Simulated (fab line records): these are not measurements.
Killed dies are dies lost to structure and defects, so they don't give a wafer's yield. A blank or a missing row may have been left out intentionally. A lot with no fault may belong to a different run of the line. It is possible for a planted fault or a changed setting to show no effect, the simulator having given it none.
Chamber matching -- flow gf180mcu -- rie diel-03 running GF_PASSIVATION_ETCH_11: 4 sister chambers
The step etches the open film in CF4/O2, stops on TiN, target depth 1800 nm, time 400 s. 8 wafers are shown with their chamber, then 8 later ones without.

WAFERS WITH THEIR CHAMBER
wafer,chamber,drypump motor current A (A),throttle valve pct (%)
L076.2,0,6.0,5.971
L082.6,3,5.4,5.963
L085.1,1,5.8,5.968
L085.4,0,6.0,5.951
L086.3,2,6.0,5.976
L086.5,1,5.8,5.962
L086.6,2,5.9,5.961
L090.1,3,5.4,5.965

WAFERS WITH NO CHAMBER GIVEN
wafer,drypump motor current A (A),throttle valve pct (%)
L090.3,5.8,5.962
L090.6,5.8,5.954
L091.1,6.0,5.954
L091.2,5.8,5.964
L091.4,5.4,5.949
L096.2,5.8,5.961
L096.3,6.0,5.960
L096.5,5.8,5.955

THE CHAMBER EACH PASSED THROUGH
wafer,from the rows above,in truth
L090.3,1,1
L090.6,1,1
L091.1,can't be placed: 0 or 2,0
L091.2,1,1
L091.4,3,3
L096.2,1,1
L096.3,can't be placed: 0 or 2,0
L096.5,1,1
Correct placement for 6 of the 8. Can't be placed from these rows: 2 (the true chamber is among the candidates in 2). Placed wrongly: 0.
How it was worked out, from the rows above alone: a wafer's distance from a chamber is the root of the sum, over the readings, of the square of ((its reading less the chamber's mean) divided by the reading's scatter). The wafer belongs to the nearest chamber; if the next one is less than 2 further off, it can't be placed. For every chamber, the mean is computed from those of its wafers that are shown. The scatter: take each reading less its chamber's mean, square it, sum over the shown wafers, divide by the number of wafers less the number of chambers, and take the root.
